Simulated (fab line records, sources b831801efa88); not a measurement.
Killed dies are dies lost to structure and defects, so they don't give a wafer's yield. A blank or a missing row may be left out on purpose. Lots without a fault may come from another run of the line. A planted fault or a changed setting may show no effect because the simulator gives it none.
Tool commonality check | flow gf180mcu | 14 lots, 42 wafers sampled

WHY IT WAS OPENED
At GF_SAB_THK_MEAS_01 the reading SAB_CVD_00_THK is flagged on 3 of 14 lots. Wafers without a fault read 49.8 nm, standard deviation 0.54.
Rule: a lot is flagged when every wafer of it that has a number lies more than 4 standard deviations from that mean, or none has a number. The other lots count as sound.

lot  | measured     | on            | SAB_CVD_00_THK (nm), wafer by wafer | flag
L189 | day 14 07:26 | film_metro-01 | 50.2 50.2 50.1                      |
L191 | day 15 04:20 | film_metro-03 | 50.2 50.3 50.6                      |
L192 | day 15 08:43 | film_metro-03 | 49.4 49.0 49.6                      |
L194 | day 16 11:26 | film_metro-04 | 49.9 48.9 48.9                      |
L196 | day 16 21:38 | film_metro-04 | 49.8 49.5 50.9                      |
L195 | day 16 22:17 | film_metro-01 | 98.5 99.7 99.2                      | FLAGGED
L197 | day 17 06:03 | film_metro-04 | 48.8 49.2 49.9                      |
L198 | day 17 15:11 | film_metro-04 | 100.0 98.6 99.5                     | FLAGGED
L202 | day 18 18:52 | film_metro-04 | 100.1 99.5 100.5                    | FLAGGED
L207 | day 20 11:13 | film_metro-04 | 50.2 49.8 50.2                      |
L209 | day 21 05:14 | film_metro-03 | 49.8 50.1 50.2                      |
L210 | day 21 16:16 | film_metro-01 | 49.6 49.3 50.8                      |
L211 | day 21 19:17 | film_metro-01 | 49.2 49.3 50.6                      |
L212 | day 22 00:59 | film_metro-04 | 50.5 50.9 50.2                      |
The numbers of the flagged lots are 99.5 nm on average: +49.7 nm against the usual, or +92 standard deviations.

WHICH TOOL RAN EACH LOT
The record holds 1 process step before the reading, out of a route of 602 steps. In each cell: the tool, then ch and the chambers that the sampled wafers went through, then the start.
lot  | flag    | GF_SAB_CVD_00
L189 |         | pecvd-01 ch 0,2, day 14 07:24
L191 |         | pecvd-03 ch 1,2, day 15 04:16
L192 |         | pecvd-01 ch 0,1,2, day 15 08:42
L194 |         | pecvd-02 ch 0,1,2, day 16 11:25
L196 |         | pecvd-03 ch 1,2, day 16 21:37
L195 | FLAGGED | pecvd-02 ch 0,2, day 16 22:03
L197 |         | pecvd-01 ch 0,2, day 17 05:59
L198 | FLAGGED | pecvd-03 ch 0,2, day 17 14:58
L202 | FLAGGED | pecvd-02 ch 0,1,2, day 18 18:31
L207 |         | pecvd-01 ch 1,2, day 20 11:10
L209 |         | pecvd-03 ch 0,1,2, day 21 05:13
L210 |         | pecvd-02 ch 0,2, day 21 16:14
L211 |         | pecvd-02 ch 0,1, day 21 19:16
L212 |         | pecvd-01 ch 0,2, day 22 00:56
What these steps do:
- GF_SAB_CVD_00: deposits SiO2 from TEOS, target thk 50 nm, time 4.9302 s.
- GF_SAB_THK_MEAS_01

FLAGGED OVER TOTAL, TOOL BY TOOL (the gauges that took the reading come last)
step               | tool          | lots run | flagged | share of the flagged lots | sound lots run after its first flagged lot
GF_SAB_CVD_00      | pecvd-01      | 5        | 0       | none                      | -
GF_SAB_CVD_00      | pecvd-02      | 5        | 2       | some                      | 2 (L210,L211)
GF_SAB_CVD_00      | pecvd-03      | 4        | 1       | some                      | 1 (L209)
GF_SAB_THK_MEAS_01 | film_metro-01 | 4        | 1       | some                      | 2 (L210,L211)
GF_SAB_THK_MEAS_01 | film_metro-03 | 3        | 0       | none                      | -
GF_SAB_THK_MEAS_01 | film_metro-04 | 7        | 2       | some                      | 2 (L207,L212)

WHAT THE TABLE ALLOWS
No row of the table ran every flagged lot.

WHAT THE SIMULATOR HAD PUT IN
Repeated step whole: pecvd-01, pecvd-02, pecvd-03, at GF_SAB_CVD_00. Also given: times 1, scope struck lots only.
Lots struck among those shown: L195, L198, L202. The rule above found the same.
